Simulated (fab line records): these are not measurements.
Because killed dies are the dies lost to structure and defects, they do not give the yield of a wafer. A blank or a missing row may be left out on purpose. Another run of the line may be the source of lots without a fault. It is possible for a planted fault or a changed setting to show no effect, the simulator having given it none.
fab line records	flow sky130
record lots=13	wafers=39	last-day=50
route steps=708 shown VT_ADJUST_NCORE@126 VT_ADJUST_HVTR@141 POLY_GATE@218 LDD_N@246 PAD_OPEN@708
lots that met no fault: taken from a fault-free run of the same line
start-h: the number of hours between the record's first day and the start of the first shown wafer of the lot	wait-h: how many hours have passed since the lot's step before this one	" as in the row above	L1.1+2: a row that stands for several wafers	- no value present, or no start provided	* or withheld: withheld	< > ~ a bound
route shown NAME@n: a module of which the file shows steps, and the number in the route of the first	usual: average and standard deviation across the fault-free wafers	same: alike in all rows	chamber/n: place in a boat	sites: each site's reading	_std_site: the standard deviation of these	_edge_site: mean of outer sites minus mean of inner sites	radius-mm: how far each site lies from the wafer's centre	mask NAME#n: copy n	behind: the tool/chamber that last shaped the wafer	hold: cause of the lot's hold/its duration in hours/its outcome	device: transistor that didn't switch, given as n, p or np	end of line: tests run on the same wafers once the route is complete	a step given without rows: its recipe and nothing more	killed: not the wafer's yield, but the dies lost to structure and defects at the first sort	map: shows each die of a wafer: x if killed, . if not, _ if none is there
set.NAME: the setting that was run; set.NAME@STEP: the one run at that earlier step	model.NAME: the simulator's own value behind a step, which no gauge read
one table for each step of the route and one row for each wafer, over a sample of lots
services: a tool's chamber out of use, with start hour (start-h, from the record's first day; less than 0 if before it), hours out, and reason
## steps
# step SKY_VT_ADJUST_NCORE_CD_MEAS_07
# recipe target-cd-nm=380
# usual cd-nm=380.4/2.5
lot.wafer	tool	chamber	start-h	wait-h	cd-nm
L246.1	cd-sem-02	-	183.38	0.1	384.4
L246.4	"	-	"	"	381.6
L246.6	"	-	"	"	383.3
L247.2	cd-sem-01	-	190.58	0.1	379.9
L247.5	"	-	"	"	382.4
L247.6	"	-	"	"	380.0
L252.1	cd-sem-01	-	228.91	0.1	379.3
L252.5	"	-	"	"	377.0
L252.6	"	-	"	"	379.1
L254.1	cd-sem-02	-	241.03	0.1	378.7
L254.2	"	-	"	"	377.3
L254.5	"	-	"	"	377.9
L255.1	cd-sem-01	-	244.64	0.1	376.2
L255.5	"	-	"	"	376.7
L255.6	"	-	"	"	377.8
L256.1	cd-sem-01	-	248.86	0.1	381.7
L256.2	"	-	"	"	381.6
L256.5	"	-	"	"	382.4
L260.1	cd-sem-02	-	278.68	0.1	381.8
L260.2	"	-	"	"	382.3
L260.3	"	-	"	"	381.2
L262.2	cd-sem-01	-	294.18	0.1	377.0
L262.3	"	-	"	"	377.6
L262.5	"	-	"	"	375.8
L264.4	cd-sem-01	-	309.54	0.1	379.7
L264.5	"	-	"	"	377.3
L264.6	"	-	"	"	378.0
L265.3	cd-sem-01	-	317.02	0.1	378.3
L265.5	"	-	"	"	379.8
L265.6	"	-	"	"	378.3
L266.1	cd-sem-01	-	324.16	0.1	382.9
L266.2	"	-	"	"	382.2
L266.6	"	-	"	"	381.1
L267.2	cd-sem-01	-	333.78	0.1	384.6
L267.4	"	-	"	"	380.9
L267.5	"	-	"	"	382.1
L269.3	cd-sem-01	-	345.70	0.1	378.5
L269.5	"	-	"	"	378.9
L269.6	"	-	"	"	378.7
# step SKY_VT_ADJUST_HVTR_STRIP_10
# recipe chemistry=O2/N2	power-w=1400	pressure-mtorr=1500	platen-temp-c=withheld	o2-flow-sccm=3000	n2-flow-sccm=300	overash-fraction=0.5
# usual drypump-motor-current-A=5.6/0.51	oes-product-au=0.715/0.0049	strip-time-to-endpoint-s=14.19/0.04
lot.wafer	tool	chamber	start-h	wait-h	drypump-motor-current-A	oes-product-au	rf-hours-counter-h	strip-time-to-endpoint-s
L246.1	plasma-asher-01	1	204.98	0.1	6.3	0.714	41	14.17
L246.4	"	1	"	"	6.3	0.716	-	14.18
L246.6	"	0	"	"	6.2	0.723	-	14.13
L247.2	plasma-asher-04	0	212.33	0.1	5.4	0.716	54	14.19
L247.5	"	0	"	"	5.4	0.717	-	14.22
L247.6	"	1	"	"	5.6	0.714	-	14.19
L252.1	plasma-asher-04	1	252.55	0.1	5.6	0.710	58	14.15
L252.5	"	1	"	"	5.6	0.711	-	14.19
L252.6	"	0	"	"	5.4	0.719	-	14.22
L254.1	plasma-asher-01	0	265.69	0.1	6.2	0.713	47	14.26
L254.2	"	1	"	"	6.3	0.721	47	14.28
L254.5	"	1	"	"	6.3	0.717	-	14.22
L255.1	plasma-asher-04	1	268.93	0.1	5.5	0.715	59	14.21
L255.5	"	1	"	"	5.6	0.718	-	14.24
L255.6	"	0	"	"	5.4	0.718	-	14.19
L256.1	plasma-asher-04	0	273.03	0.1	5.4	0.714	60	14.15
L256.2	"	1	"	"	5.6	0.718	60	14.11
L256.5	"	0	"	"	5.4	0.714	-	14.14
L260.1	plasma-asher-01	1	304.54	0.1	6.3	0.715	51	14.16
L260.2	"	0	"	"	6.1	0.713	51	14.12
L260.3	"	0	"	"	6.2	0.714	-	14.14
L262.2	plasma-asher-01	0	320.03	0.1	6.2	0.715	52	14.17
L262.3	"	1	"	"	6.3	0.713	-	14.15
L262.5	"	1	"	"	6.4	0.712	-	14.16
L264.4	plasma-asher-02	1	336.47	0.1	5.7	0.711	-	14.18
L264.5	"	0	"	"	4.9	0.722	-	14.13
L264.6	"	1	"	"	5.7	0.710	-	14.12
L265.3	plasma-asher-02	1	344.52	0.1	5.7	0.715	-	14.24
L265.5	"	1	"	"	5.7	0.707	-	14.21
L265.6	"	0	"	"	4.9	0.722	-	14.22
L266.1	plasma-asher-02	1	350.93	0.1	5.7	0.712	65	14.23
L266.2	"	0	"	"	4.9	0.722	65	14.31
L266.6	"	0	"	"	4.9	0.717	-	14.24
L267.2	plasma-asher-01	0	362.15	0.1	6.2	0.715	57	14.19
L267.4	"	1	"	"	6.3	0.720	-	14.22
L267.5	"	0	"	"	6.2	0.714	-	14.16
L269.3	plasma-asher-04	0	374.63	0.1	5.4	0.722	-	14.18
L269.5	"	1	"	"	5.6	0.710	-	14.19
L269.6	"	0	"	"	5.4	0.715	-	14.15
# step SKY_POLY_GATE_THK_MEAS_04
# recipe reads=Si3N4_of_POLY_GATE_CVD_03
# usual POLY_GATE_CVD_03_THK=75.0/0.8
lot.wafer	tool	chamber	start-h	wait-h	POLY_GATE_CVD_03_THK[nm]
L246.1	film-metro-01	-	339.92	0.0	75.8
L246.4	"	-	"	"	75.9
L246.6	"	-	"	"	75.4
L247.2	film-metro-04	-	349.85	0.0	75.6
L247.5	"	-	"	"	75.8
L247.6	"	-	"	"	76.1
L252.1	film-metro-01	-	402.22	0.0	75.1
L252.5	"	-	"	"	74.4
L252.6	"	-	"	"	74.7
L254.1	film-metro-03	-	416.85	0.0	73.8
L254.2	"	-	"	"	73.5
L254.5	"	-	"	"	73.2
L255.1	film-metro-01	-	416.85	0.0	75.0
L255.5	"	-	"	"	74.9
L255.6	"	-	"	"	74.8
L256.1	film-metro-01	-	424.84	0.0	74.4
L256.2	"	-	"	"	74.5
L256.5	"	-	"	"	74.1
L260.1	film-metro-04	-	460.06	0.0	76.1
L260.2	"	-	"	"	75.3
L260.3	"	-	"	"	75.2
L262.2	film-metro-03	-	479.28	0.0	75.9
L262.3	"	-	"	"	75.5
L262.5	"	-	"	"	75.4
L264.4	film-metro-03	-	498.16	0.0	75.4
L264.5	"	-	"	"	75.6
L264.6	"	-	"	"	75.6
L265.3	film-metro-01	-	507.89	0.0	75.6
L265.5	"	-	"	"	75.1
L265.6	"	-	"	"	76.1
L266.1	film-metro-01	-	509.57	0.0	75.1
L266.2	"	-	"	"	75.9
L266.6	"	-	"	"	75.2
L267.2	film-metro-04	-	537.28	0.0	76.0
L267.4	"	-	"	"	75.1
L267.5	"	-	"	"	75.2
L269.3	film-metro-01	-	540.01	0.0	76.0
L269.5	"	-	"	"	74.8
L269.6	"	-	"	"	75.8
# step SKY_LDD_N_IMPLANT_09
# recipe species=As	energy-kev=20	dose-cm2=7.5e+13	tilt-deg=withheld	rotation-deg=113
# usual beam-energy-keV=20.001/0.0065	faraday-current-uA=422/8.2
lot.wafer	tool	chamber	start-h	wait-h	beam-energy-keV	faraday-current-uA
L246.1	implanter-01	0	401.17	0.1	20.004	425
L246.4	"	0	"	"	20.006	438
L246.6	"	0	"	"	20.008	426
L247.2	implanter-04	0	409.87	0.1	19.997	426
L247.5	"	0	"	"	20.004	430
L247.6	"	0	"	"	19.989	415
L252.1	implanter-01	0	465.12	0.1	20.004	425
L252.5	"	0	"	"	20.008	424
L252.6	"	0	"	"	20.000	417
L255.1	implanter-01	0	480.46	0.1	17.761	422
L255.5	"	0	"	"	17.750	430
L255.6	"	0	"	"	17.758	430
L254.1	implanter-04	0	481.29	0.1	19.995	411
L254.2	"	0	"	"	19.997	424
L254.5	"	0	"	"	20.007	422
L256.1	implanter-01	0	486.77	0.1	17.764	416
L256.2	"	0	"	"	17.756	412
L256.5	"	0	"	"	17.747	418
L260.1	implanter-03	0	522.84	0.1	19.999	414
L260.2	"	0	"	"	20.003	420
L260.3	"	0	"	"	19.984	419
L262.2	implanter-04	0	541.39	0.1	20.002	418
L262.3	"	0	"	"	20.004	426
L262.5	"	0	"	"	19.994	404
L264.4	implanter-01	0	560.77	0.1	20.004	418
L264.5	"	0	"	"	19.998	428
L264.6	"	0	"	"	20.003	404
L265.3	implanter-04	0	570.04	0.1	19.993	422
L265.5	"	0	"	"	19.996	427
L265.6	"	0	"	"	19.996	429
L266.1	implanter-01	0	571.66	0.1	19.995	424
L266.2	"	0	"	"	20.006	420
L266.6	"	0	"	"	19.997	440
L267.2	implanter-01	0	598.57	0.1	20.007	413
L267.4	"	0	"	"	20.007	406
L267.5	"	0	"	"	20.004	425
L269.3	implanter-04	0	600.92	0.1	20.002	410
L269.5	"	0	"	"	20.007	419
L269.6	"	0	"	"	20.004	417
# step SKY_PAD_OPEN_PROBE_99
# usual killed_at_M0_to_M3=42/7.4	killed_at_M4_up=3.3/2.1	killed-at-contacts=24/5.3	killed-at-front-end=15/4.5	killed-at-other=0.3/0.57	killed-dies=84/10	killed-open=46/7.5	killed-short=38/6.4
# same gross-dies=492	killed-at-back-side=0
lot.wafer	tool	chamber	start-h	wait-h	killed_at_M0_to_M3	killed_at_M4_up	killed-at-contacts	killed-at-front-end	killed-at-other	killed-dies	killed-open	killed-short
L252.1	prober-02	-	1115.03	0.1	27	1	22	14	0	64	43	21
L252.5	prober-02	-	1115.23	0.2	36	1	19	21	0	77	39	36
L252.6	prober-02	-	1115.28	0.2	46	2	21	19	0	88	58	30
# killed by level:class
L252.1 VIA1:geometric-particle:open=8 CONTACT:geometric-particle:open=7 LI_CONTACT:geometric-particle:open=6 VIA2:geometric-particle:open=6 VIA3:geometric-particle:open=6 POLY_GATE:geometric-particle:short=5 POLY_GATE:geometric-particle:open=4 FIELD_ISO:geometric-particle:short=3
L252.5 VIA2:geometric-particle:open=9 CONTACT:geometric-particle:open=9 VIA1:geometric-particle:open=8 FIELD_ISO:geometric-particle:short=5 POLY_GATE:geometric-particle:short=5 METAL3:geometric-particle:short=5 FIELD_ISO:geometric-particle:open=4 METAL2:geometric-particle:short=4
L252.6 VIA1:geometric-particle:open=14 VIA3:geometric-particle:open=9 FIELD_ISO:geometric-particle:open=8 LI_CONTACT:geometric-particle:open=7 CONTACT:geometric-particle:open=7 VIA3:geometric-particle:short=6 CONTACT:geometric-particle:short=5 METAL1:geometric-particle:short=4
## services
tool	chamber	start-h	hours	kind
implanter-03	-	182.22	4.0	repair
implanter-01	-	185.86	2.3	repair
implanter-01	-	189.56	1.5	repair
implanter-01	-	199.50	4.6	repair
implanter-01	-	205.82	2.4	repair
implanter-03	-	235.34	3.6	pm
implanter-01	-	246.41	2.1	repair
implanter-03	-	259.44	17.0	repair
implanter-04	-	261.41	3.2	pm
implanter-01	-	309.73	3.2	repair
implanter-01	-	324.21	3.2	pm
implanter-04	-	336.48	1.3	repair
plasma-asher-01	-	347.46	2.8	pm
implanter-01	-	370.01	2.0	repair
implanter-04	-	377.41	3.0	repair
plasma-asher-02	-	421.25	9.0	pm
implanter-04	-	431.02	1.0	repair
implanter-04	-	440.14	0.8	repair
plasma-asher-04	-	446.86	8.8	repair
implanter-04	-	467.78	8.6	repair
plasma-asher-04	-	471.02	2.8	pm
plasma-asher-02	-	472.08	0.8	repair
plasma-asher-02	-	519.19	0.8	repair
implanter-04	-	552.97	1.3	repair
## key
first-sign step=SKY_LDD_N_IMPLANT_09	reading=beam-energy-keV	direction=down	sigmas=99+	usual=*	struck=*
effect none on later readings
met-at SKY_LDD_N_IMPLANT_09
struck-lots L255,L256
tester-left-out L255,L256
not-acting-at SKY_VT_ADJUST_NCORE_CD_MEAS_07,SKY_VT_ADJUST_HVTR_STRIP_10,SKY_POLY_GATE_THK_MEAS_04
onset-between 465.12 480.46
fault kind=process-parameter-drift	tool=implanter-01	chamber=-	onset-h=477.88	steps=SKY_LDD_N_IMPLANT_09	channel=energy-kev	offset=*	shape=step	end-h=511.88	acts-in=*	stated=*
# tester-left-out: of these lots the tester's yield and bins aren't shown, on N5 and GAA mostly nor the transistor test; their killed dies are dies lost to structure and defects alone, not to doping, threshold or leakage, so they don't give the yield
